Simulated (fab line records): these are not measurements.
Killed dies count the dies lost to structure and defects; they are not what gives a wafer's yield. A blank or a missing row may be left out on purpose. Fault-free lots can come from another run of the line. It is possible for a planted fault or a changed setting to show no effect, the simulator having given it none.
fab line records :: flow sky130
record:
  lots: 14
  wafers: 42
  last-day: 50
route steps=708 shown FIELD_ISO@2 NWELL@32
lots that met no fault: taken from a fault-free run of the same line
start-h: hours from the record's first day to the start of the lot's first wafer shown :: wait-h: hours since the lot's step before :: " unchanged from the row above :: L1.1+2: several wafers, shown together as one row :: - value missing, or start not given :: * or withheld: withheld :: < > ~ a bound
route shown NAME@n: a module of which the file shows steps, and the number in the route of the first :: usual: the fault-free wafers' mean and standard deviation :: same: alike in all rows :: chamber/n: place in a boat :: sites: each site's reading :: _std_site: the standard deviation of these :: _edge_site: inner sites' mean taken away from outer sites' mean :: radius-mm: for every site, how far away it sits from the centre of the wafer :: mask NAME#n: copy n :: behind: tool/chamber where the wafer was last shaped :: hold: what put the lot on hold/how long, in hours/how the hold closed :: device: the n, p or np transistor that did not switch :: end of line: tests run on the same wafers once the route is complete :: where a step has no rows: the recipe by itself :: killed: at the first sort, the dies lost to defects and structure; wafer yield is something else :: map: a wafer's dies, x killed, . not, _ none there
set.NAME: the setting the step ran with; set.NAME@STEP: the setting that earlier step ran with :: model.NAME: the simulator's own value behind a step, which no gauge read
one table for each step of the route and one row for each wafer, over a sample of lots
services: the hour from which a tool's chamber was out of use, counted from the record's first day as start-h (under 0 if before that day), plus the number of hours and why
== steps ==
step: SKY_FIELD_ISO_OXIDATION_01
recipe:
  temp-c: 900
  ambient: O2
  stabilise-s: 600
  purge-s: 300
  target-thk-a: 120
  ox-time-s: 1929
usual:
  ox-temp-c: 900.0/0.39
  ox-temp-c-max: 904.6/1.1
  stabilise-s: 600/0
  zone-power-bottom-pct: 28.8/1.9
  zone-power-lower-pct: 16.7/0.85
lot.wafer: L316.3
tool: furnace-02
chamber: 0
start-h: 16.25
wait-h: 1.2
ox-temp-c: 901.0
ox-temp-c-max: 904.5
stabilise-s: 600
zone-power-bottom-pct: 25.9
zone-power-lower-pct: 17.9

lot.wafer: L316.5
tool: furnace-02
chamber: 0
start-h: 16.25
wait-h: 1.2
ox-temp-c: 900.3
ox-temp-c-max: 903.3
stabilise-s: 600
zone-power-bottom-pct: 26.1
zone-power-lower-pct: 17.9

lot.wafer: L316.6
tool: furnace-02
chamber: 0
start-h: 16.25
wait-h: 1.2
ox-temp-c: 900.3
ox-temp-c-max: 903.9
stabilise-s: 600
zone-power-bottom-pct: 25.6
zone-power-lower-pct: 17.7

lot.wafer: L317.1
tool: furnace-02
chamber: 0
start-h: 20.41
wait-h: 0.4
ox-temp-c: 900.0
ox-temp-c-max: 904.2
stabilise-s: 600
zone-power-bottom-pct: 26.0
zone-power-lower-pct: 18.0

lot.wafer: L317.2
tool: furnace-02
chamber: 0
start-h: 20.41
wait-h: 0.4
ox-temp-c: 900.2
ox-temp-c-max: 903.8
stabilise-s: 600
zone-power-bottom-pct: 26.1
zone-power-lower-pct: 17.8

lot.wafer: L317.5
tool: furnace-02
chamber: 0
start-h: 20.41
wait-h: 0.4
ox-temp-c: 900.5
ox-temp-c-max: 904.8
stabilise-s: 600
zone-power-bottom-pct: 26.1
zone-power-lower-pct: 17.9

lot.wafer: L318.1
tool: furnace-02
chamber: 0
start-h: 25.12
wait-h: 0.1
ox-temp-c: 900.3
ox-temp-c-max: 903.7
stabilise-s: 600
zone-power-bottom-pct: 26.3
zone-power-lower-pct: 18.0

lot.wafer: L318.2
tool: furnace-02
chamber: 0
start-h: 25.12
wait-h: 0.1
ox-temp-c: 900.0
ox-temp-c-max: 905.0
stabilise-s: 600
zone-power-bottom-pct: 25.7
zone-power-lower-pct: 18.0

lot.wafer: L318.3
tool: furnace-02
chamber: 0
start-h: 25.12
wait-h: 0.1
ox-temp-c: 900.4
ox-temp-c-max: 903.6
stabilise-s: 600
zone-power-bottom-pct: 26.3
zone-power-lower-pct: 17.5

lot.wafer: L319.1
tool: furnace-01
chamber: 0
start-h: 30.12
wait-h: 0.1
ox-temp-c: 898.9
ox-temp-c-max: 904.5
stabilise-s: 600
zone-power-bottom-pct: 30.2
zone-power-lower-pct: 16.2

lot.wafer: L319.3
tool: furnace-01
chamber: 0
start-h: 30.12
wait-h: 0.1
ox-temp-c: 898.9
ox-temp-c-max: 902.8
stabilise-s: 600
zone-power-bottom-pct: 30.0
zone-power-lower-pct: 16.1

lot.wafer: L319.6
tool: furnace-01
chamber: 0
start-h: 30.12
wait-h: 0.1
ox-temp-c: 900.1
ox-temp-c-max: 905.2
stabilise-s: 600
zone-power-bottom-pct: 29.4
zone-power-lower-pct: 16.3

lot.wafer: L320.3
tool: furnace-01
chamber: 0
start-h: 35.49
wait-h: 0.4
ox-temp-c: 899.8
ox-temp-c-max: 905.0
stabilise-s: 600
zone-power-bottom-pct: 29.9
zone-power-lower-pct: 16.1

lot.wafer: L320.4
tool: furnace-01
chamber: 0
start-h: 35.49
wait-h: 0.4
ox-temp-c: 900.0
ox-temp-c-max: 904.7
stabilise-s: 600
zone-power-bottom-pct: 30.2
zone-power-lower-pct: 15.9

lot.wafer: L320.5
tool: furnace-01
chamber: 0
start-h: 35.49
wait-h: 0.4
ox-temp-c: 900.0
ox-temp-c-max: 905.2
stabilise-s: 600
zone-power-bottom-pct: 29.9
zone-power-lower-pct: 15.8

lot.wafer: L321.1
tool: furnace-02
chamber: 0
start-h: 42.35
wait-h: 2.3
ox-temp-c: 900.2
ox-temp-c-max: 904.2
stabilise-s: 600
zone-power-bottom-pct: 26.1
zone-power-lower-pct: 17.7

lot.wafer: L321.2
tool: furnace-02
chamber: 0
start-h: 42.35
wait-h: 2.3
ox-temp-c: 899.6
ox-temp-c-max: 902.8
stabilise-s: 600
zone-power-bottom-pct: 26.0
zone-power-lower-pct: 17.8

lot.wafer: L321.3
tool: furnace-02
chamber: 0
start-h: 42.35
wait-h: 2.3
ox-temp-c: 899.7
ox-temp-c-max: 903.7
stabilise-s: 600
zone-power-bottom-pct: 26.5
zone-power-lower-pct: 17.8

lot.wafer: L325.1
tool: furnace-01
chamber: 0
start-h: 60.12
wait-h: 0.1
ox-temp-c: 900.3
ox-temp-c-max: 904.3
stabilise-s: 600
zone-power-bottom-pct: 30.0
zone-power-lower-pct: 16.1

lot.wafer: L325.2
tool: furnace-01
chamber: 0
start-h: 60.12
wait-h: 0.1
ox-temp-c: 900.0
ox-temp-c-max: 905.0
stabilise-s: 600
zone-power-bottom-pct: 29.8
zone-power-lower-pct: 16.1

lot.wafer: L325.6
tool: furnace-01
chamber: 0
start-h: 60.12
wait-h: 0.1
ox-temp-c: 899.8
ox-temp-c-max: 905.2
stabilise-s: 600
zone-power-bottom-pct: 30.6
zone-power-lower-pct: 16.2

lot.wafer: L326.3
tool: furnace-01
chamber: 0
start-h: 66.07
wait-h: 1.0
ox-temp-c: 900.0
ox-temp-c-max: 905.3
stabilise-s: 600
zone-power-bottom-pct: 30.0
zone-power-lower-pct: 16.1

lot.wafer: L326.5
tool: furnace-01
chamber: 0
start-h: 66.07
wait-h: 1.0
ox-temp-c: 900.2
ox-temp-c-max: 904.9
stabilise-s: 600
zone-power-bottom-pct: 30.8
zone-power-lower-pct: 16.0

lot.wafer: L326.6
tool: furnace-01
chamber: 0
start-h: 66.07
wait-h: 1.0
ox-temp-c: 900.3
ox-temp-c-max: 906.6
stabilise-s: 600
zone-power-bottom-pct: 29.9
zone-power-lower-pct: 15.9

lot.wafer: L329.1
tool: furnace-02
chamber: 0
start-h: 80.12
wait-h: 0.1
ox-temp-c: 900.1
ox-temp-c-max: 903.5
stabilise-s: 600
zone-power-bottom-pct: 26.1
zone-power-lower-pct: 17.8

lot.wafer: L329.5
tool: furnace-02
chamber: 0
start-h: 80.12
wait-h: 0.1
ox-temp-c: 899.8
ox-temp-c-max: 903.2
stabilise-s: 600
zone-power-bottom-pct: 26.2
zone-power-lower-pct: 17.9

lot.wafer: L329.6
tool: furnace-02
chamber: 0
start-h: 80.12
wait-h: 0.1
ox-temp-c: 899.7
ox-temp-c-max: 902.9
stabilise-s: 600
zone-power-bottom-pct: 26.0
zone-power-lower-pct: 17.7

lot.wafer: L334.1
tool: furnace-01
chamber: 0
start-h: 105.28
wait-h: 0.3
ox-temp-c: 900.3
ox-temp-c-max: 904.5
stabilise-s: 600
zone-power-bottom-pct: 30.1
zone-power-lower-pct: 16.1

lot.wafer: L334.3
tool: furnace-01
chamber: 0
start-h: 105.28
wait-h: 0.3
ox-temp-c: 899.7
ox-temp-c-max: 905.1
stabilise-s: 600
zone-power-bottom-pct: 30.2
zone-power-lower-pct: 16.0

lot.wafer: L334.4
tool: furnace-01
chamber: 0
start-h: 105.28
wait-h: 0.3
ox-temp-c: 900.3
ox-temp-c-max: 905.1
stabilise-s: 600
zone-power-bottom-pct: 29.7
zone-power-lower-pct: 16.0

lot.wafer: L335.2
tool: furnace-02
chamber: -
start-h: 110.17
wait-h: 0.1
ox-temp-c: -
ox-temp-c-max: -
stabilise-s: -
zone-power-bottom-pct: -
zone-power-lower-pct: -

lot.wafer: L335.4
tool: furnace-02
chamber: -
start-h: 110.17
wait-h: 0.1
ox-temp-c: -
ox-temp-c-max: -
stabilise-s: -
zone-power-bottom-pct: -
zone-power-lower-pct: -

lot.wafer: L335.5
tool: furnace-02
chamber: -
start-h: 110.17
wait-h: 0.1
ox-temp-c: -
ox-temp-c-max: -
stabilise-s: -
zone-power-bottom-pct: -
zone-power-lower-pct: -

lot.wafer: L336.2
tool: furnace-02
chamber: -
start-h: 115.82
wait-h: 0.8
ox-temp-c: -
ox-temp-c-max: -
stabilise-s: -
zone-power-bottom-pct: -
zone-power-lower-pct: -

lot.wafer: L336.4
tool: furnace-02
chamber: -
start-h: 115.82
wait-h: 0.8
ox-temp-c: -
ox-temp-c-max: -
stabilise-s: -
zone-power-bottom-pct: -
zone-power-lower-pct: -

lot.wafer: L336.6
tool: furnace-02
chamber: -
start-h: 115.82
wait-h: 0.8
ox-temp-c: -
ox-temp-c-max: -
stabilise-s: -
zone-power-bottom-pct: -
zone-power-lower-pct: -

lot.wafer: L337.4
tool: furnace-01
chamber: 0
start-h: 120.12
wait-h: 0.0
ox-temp-c: 900.3
ox-temp-c-max: 908.3
stabilise-s: 600
zone-power-bottom-pct: 30.4
zone-power-lower-pct: 16.0

lot.wafer: L337.5
tool: furnace-01
chamber: 0
start-h: 120.12
wait-h: 0.0
ox-temp-c: 900.6
ox-temp-c-max: 906.6
stabilise-s: 600
zone-power-bottom-pct: 30.2
zone-power-lower-pct: 16.4

lot.wafer: L337.6
tool: furnace-01
chamber: 0
start-h: 120.12
wait-h: 0.0
ox-temp-c: 900.6
ox-temp-c-max: 905.8
stabilise-s: 600
zone-power-bottom-pct: 29.8
zone-power-lower-pct: 15.9

lot.wafer: L338.1
tool: furnace-01
chamber: 0
start-h: 126.25
wait-h: 1.2
ox-temp-c: 900.4
ox-temp-c-max: 905.3
stabilise-s: 600
zone-power-bottom-pct: 30.5
zone-power-lower-pct: 16.2

lot.wafer: L338.4
tool: furnace-01
chamber: 0
start-h: 126.25
wait-h: 1.2
ox-temp-c: 900.1
ox-temp-c-max: 904.6
stabilise-s: 600
zone-power-bottom-pct: 30.0
zone-power-lower-pct: 15.8

lot.wafer: L338.5
tool: furnace-01
chamber: 0
start-h: 126.25
wait-h: 1.2
ox-temp-c: 900.0
ox-temp-c-max: 904.7
stabilise-s: 600
zone-power-bottom-pct: 30.4
zone-power-lower-pct: 16.2
step: SKY_NWELL_CLEAN_00
recipe:
  chemistry: SC1/SC2
  mix: 1:4:20
  temp-c: 70
  time-s: 150
  dry: n2-spin
lot.wafer: L316.3+5+6
tool: wet-bench-03
chamber: 1
start-h: 40.78
wait-h: 0.0

lot.wafer: L317.1+2+5
tool: wet-bench-02
chamber: 2
start-h: 47.43
wait-h: 0.0

lot.wafer: L318.1+2+3
tool: wet-bench-01
chamber: 2
start-h: 50.32
wait-h: 0.0

lot.wafer: L319.1+3+6
tool: wet-bench-02
chamber: 2
start-h: 55.36
wait-h: 0.0

lot.wafer: L320.3+4+5
tool: wet-bench-01
chamber: 0
start-h: 60.25
wait-h: 0.0

lot.wafer: L321.1+2+3
tool: wet-bench-02
chamber: 2
start-h: 66.04
wait-h: 0.0

lot.wafer: L325.1+2+6
tool: wet-bench-01
chamber: 2
start-h: 86.95
wait-h: 0.0

lot.wafer: L326.3+5+6
tool: wet-bench-01
chamber: 0
start-h: 95.28
wait-h: 0.0

lot.wafer: L329.1+5+6
tool: wet-bench-02
chamber: 0
start-h: 106.19
wait-h: 0.0

lot.wafer: L334.1+3+4
tool: wet-bench-02
chamber: 3
start-h: 132.40
wait-h: 0.0

lot.wafer: L337.4+5+6
tool: wet-bench-02
chamber: 3
start-h: 149.53
wait-h: 0.0

lot.wafer: L338.1+4+5
tool: wet-bench-01
chamber: 0
start-h: 156.28
wait-h: 0.0
== services ==
tool: furnace-01
chamber: -
start-h: 41.04
hours: 3.9
kind: pm

tool: furnace-02
chamber: -
start-h: 122.39
hours: 3.4
kind: pm
== key ==
first-sign:
  step: SKY_FIELD_ISO_OXIDATION_01
  reading: tool-record
  direction: missing
effect:
  step: SKY_NWELL_CLEAN_00
  reading: visit
  direction: missing
met-at SKY_FIELD_ISO_OXIDATION_01
struck-lots L335,L336
later-rows-left-out L335.2,L335.4,L335.5,L336.2,L336.4,L336.6
sort-left-out L335.2,L335.4,L335.5,L336.2,L336.4,L336.6
tester-left-out L335,L336
onset-between 80.12 110.17
fault:
  kind: skipped-step-whole
  tool: furnace-02
  chamber: -
  onset-h: 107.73
  steps: SKY_FIELD_ISO_OXIDATION_01
  scope: struck-lots-only
tester-left-out: of these lots the tester's yield and bins aren't shown, on N5 and GAA mostly nor the transistor test; their killed dies are dies lost to structure and defects alone, not to doping, threshold or leakage, so they don't give the yield
sort-left-out: the simulated sort isn't trusted on such a fault, so these wafers' sort isn't shown, and their yield isn't known
later-rows-left-out: the simulator's readings of these wafers behind a module that went badly wrong aren't trusted and aren't shown, but for the sort
